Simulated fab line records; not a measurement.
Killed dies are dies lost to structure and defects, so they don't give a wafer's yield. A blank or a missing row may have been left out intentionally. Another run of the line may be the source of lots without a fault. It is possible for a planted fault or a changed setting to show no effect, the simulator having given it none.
Which of the tools did it? | flow sky130 | 13 lots, 39 wafers sampled, at 4 steps of a route of 708

== WHAT THE GAUGES READ, wafer by wafer ==
SKY_LDD_LDN_TW_MEAS_13. Usual: LDD_LDN_TW 1487, standard deviation 7.7.
lot  | measured     | on           | LDD_LDN_TW     | flag
L393 | day 22 18:34 | filmMetro-01 | 1492 1494 1489 | 
L394 | day 23 00:19 | filmMetro-02 | 1491 1500 1503 | 
L395 | day 23 11:46 | filmMetro-02 | 1498 1491 1496 | 
L396 | day 24 06:50 | filmMetro-01 | 1481 1483 1479 | 
L397 | day 24 16:07 | filmMetro-02 | 1484 1484 1481 | 
L402 | day 26 05:42 | filmMetro-02 | 1480 1476 1486 | 
L410 | day 29 00:17 | filmMetro-02 | 1472 1478 1474 | 
L411 | day 29 06:16 | filmMetro-04 | 1481 1474 1476 | 
L412 | day 29 17:28 | filmMetro-04 | 1482 1481 1475 | 
L413 | day 29 22:37 | filmMetro-04 | 1481 1482 1480 | 
L414 | day 30 05:17 | filmMetro-01 | 1491 1489 1490 | 
L415 | day 30 14:02 | filmMetro-02 | 1479 1479 1475 | 
L416 | day 30 19:34 | filmMetro-01 | 1498 1486 1500 | 

SKY_SD_P_CD_MEAS_07 targets a cd of 380 nm. Usual: cdNm 379.4 nm, standard deviation 2.4.
lot  | measured     | on       | cdNm (nm)         | flag
L393 | day 25 08:28 | cdSem-01 | 380.4 377.3 376.6 | 
L394 | day 25 14:41 | cdSem-01 | 377.3 376.4 376.5 | 
L395 | day 26 02:31 | cdSem-01 | 377.4 377.5 378.5 | 
L396 | day 26 20:20 | cdSem-01 | 381.9 380.6 382.7 | 
L397 | day 27 04:58 | cdSem-02 | 381.9 383.9 381.1 | 
L402 | day 28 16:17 | cdSem-02 | 381.3 379.3 381.9 | 
L410 | day 31 09:19 | cdSem-01 | 378.2 378.8 380.1 | 
L411 | day 31 15:05 | cdSem-02 | 381.7 381.3 381.2 | 
L412 | day 32 02:24 | cdSem-01 | 383.7 383.7 383.4 | 
L413 | day 32 07:10 | cdSem-01 | 379.4 378.6 378.8 | 
L414 | day 32 14:43 | cdSem-01 | 374.9 375.1 377.5 | 
L415 | day 32 22:02 | cdSem-02 | 378.5 379.2 382.2 | 
L416 | day 33 02:46 | cdSem-02 | 383.0 378.9 381.4 | 

== EACH LOT AND THE TOOL THAT RAN IT (in order: tool; ch and the chambers of the sampled wafers; start) ==
lot  | SKY_LDD_LDN_STRIP_12                | SKY_SPACER_CVD_00
L393 | plasmaAsher-01 ch 0,1, day 22 18:28 | lpcvd-02 ch 1, day 22 18:41
L394 | plasmaAsher-02 ch 0,1, day 23 00:12 | lpcvd-02 ch 1, day 23 00:25
L395 | plasmaAsher-01 ch 0,1, day 23 11:41 | lpcvd-02 ch 1, day 23 12:23
L396 | plasmaAsher-01 ch 0,1, day 24 06:43 | lpcvd-02 ch 1, day 24 07:44
L397 | plasmaAsher-02 ch 0,1, day 24 16:01 | lpcvd-02 ch 1, day 24 16:19
L402 | plasmaAsher-04 ch 0,1, day 26 05:36 | lpcvd-02 ch 0, day 26 05:47
L410 | plasmaAsher-02 ch 0,1, day 29 00:12 | lpcvd-02 ch 1, day 29 00:27
L411 | plasmaAsher-01 ch 0,1, day 29 06:09 | lpcvd-02 ch 0, day 29 06:22
L412 | plasmaAsher-04 ch 0,1, day 29 17:21 | lpcvd-02 ch 1, day 29 17:34
L413 | plasmaAsher-02 ch 1, day 29 22:31   | lpcvd-02 ch 1, day 29 23:09
L414 | plasmaAsher-01 ch 0,1, day 30 05:11 | lpcvd-02 ch 0, day 30 06:05
L415 | plasmaAsher-01 ch 0,1, day 30 13:56 | lpcvd-02 ch 1, day 30 14:08
L416 | plasmaAsher-01 ch 0,1, day 30 19:28 | lpcvd-02 ch 0, day 30 19:44
- SKY_LDD_LDN_STRIP_12: strips in O2/N2.
- SKY_SPACER_CVD_00: deposits Si3N4 from DCS/NH3, target thk 43.1 nm, time 740 s.

== AS READ BY THE TOOLS THEMSELVES (means over the sampled wafers that have a number; for cases with no such wafer, the mark the record gives instead) ==
SKY_LDD_LDN_STRIP_12. Usual: drypumpMotorCurrentA 5.6 A, standard deviation 0.43; oesProductAu 0.716 a.u., standard deviation 0.0044; stripTimeToEndpointS 14.19 s, standard deviation 0.046.
lot  | tool           | drypumpMotorCurrentA (A) | oesProductAu (a.u.) | stripTimeToEndpointS (s) | flag
L393 | plasmaAsher-01 | 5.4                      | 0.715               | 14.27                    | 
L394 | plasmaAsher-02 | 6.2                      | 0.715               | 14.12                    | 
L395 | plasmaAsher-01 | 5.2                      | 0.714               | 14.21                    | 
L396 | plasmaAsher-01 | 5.4                      | 0.716               | 14.20                    | 
L397 | plasmaAsher-02 | 6.2                      | 0.716               | 14.25                    | 
L402 | plasmaAsher-04 | 5.6                      | 0.715               | 14.24                    | 
L410 | plasmaAsher-02 | 6.0                      | 0.715               | 14.21                    | 
L411 | plasmaAsher-01 | 5.3                      | 0.713               | 14.17                    | 
L412 | plasmaAsher-04 | 5.7                      | 0.718               | 14.14                    | 
L413 | plasmaAsher-02 | 5.8                      | 0.718               | 14.20                    | 
L414 | plasmaAsher-01 | 5.2                      | 0.714               | 14.17                    | 
L415 | plasmaAsher-01 | 5.5                      | 0.714               | 14.21                    | 
L416 | plasmaAsher-01 | 5.4                      | 0.718               | 14.21                    | 

SKY_SPACER_CVD_00. Usual: spikeTcBottomC 787 C (standard deviation 3.6); spikeTcCentreC 769.9 C (standard deviation 1.2); spikeTcLowerC 770.4 C (standard deviation 1.2); zonePowerBottomPct 19.0 % (standard deviation 0.67); zonePowerCentrePct 11.75 % (standard deviation 0.21); zonePowerLowerPct 14.20 % (standard deviation 0.19); zonePowerUpperPct 11.85 % (standard deviation 0.14).
lot  | tool     | spikeTcBottomC (C) | spikeTcCentreC (C) | spikeTcLowerC (C) | zonePowerBottomPct (%) | zonePowerCentrePct (%) | zonePowerLowerPct (%) | zonePowerUpperPct (%) | flag
L393 | lpcvd-02 | 790                | 768.6              | 770.2             | 18.7                   | 11.73                  | 14.21                 | 11.95                 | 
L394 | lpcvd-02 | 790                | 769.9              | 770.6             | 18.7                   | 11.92                  | 14.27                 | 11.83                 | 
L395 | lpcvd-02 | 789                | 770.0              | 770.6             | 18.6                   | 11.96                  | 14.23                 | 11.92                 | 
L396 | lpcvd-02 | 789                | 768.8              | 770.8             | 18.6                   | 11.79                  | 14.10                 | 11.78                 | 
L397 | lpcvd-02 | 789                | 769.9              | 770.7             | 18.7                   | 11.83                  | 14.28                 | 11.96                 | 
L402 | lpcvd-02 | 774                | 765.7              | 812.9             | 15.3                   | 6.58                   | 27.57                 | 12.30                 | OFF
L410 | lpcvd-02 | 790                | 769.9              | 770.8             | 18.5                   | 11.75                  | 14.24                 | 11.96                 | 
L411 | lpcvd-02 | 782                | 771.1              | 769.2             | 19.9                   | 11.46                  | 14.10                 | 11.79                 | 
L412 | lpcvd-02 | 790                | 769.6              | 771.6             | 18.7                   | 11.89                  | 14.18                 | 11.83                 | 
L413 | lpcvd-02 | 790                | 768.7              | 771.3             | 18.8                   | 11.75                  | 14.36                 | 11.95                 | 
L414 | lpcvd-02 | 781                | 771.2              | 770.0             | 20.0                   | 11.40                  | 14.03                 | 11.83                 | 
L415 | lpcvd-02 | 789                | 769.8              | 770.6             | 18.6                   | 11.95                  | 14.40                 | 11.84                 | 
L416 | lpcvd-02 | 782                | 771.7              | 770.9             | 20.1                   | 11.46                  | 13.90                 | 11.78                 | 

== THE ANSWER, worked out from the rows above alone ==
Rule: a lot counts as off when the mean over its wafers that have a number is more than 3 standard deviations away from the usual mean. Also off: a lot with no number at a reading for which 4 or more lots have one. The other lots that the step has rows for count as sound. First the gauges in route order, then the tools' own readings, where a lot's mean is used as printed above. At the first step where some lot is off, the reading lying furthest off is the one used; lots without a number count as furthest.
Off: L402, at SKY_SPACER_CVD_00 (zonePowerLowerPct).
If a tool, at that step or one of the process steps before it, ran each lot that is off and ran no sound lot following the first of them, it fits. No candidate that was tried fits.

== WHAT WAS PUT IN BY THE SIMULATOR ==
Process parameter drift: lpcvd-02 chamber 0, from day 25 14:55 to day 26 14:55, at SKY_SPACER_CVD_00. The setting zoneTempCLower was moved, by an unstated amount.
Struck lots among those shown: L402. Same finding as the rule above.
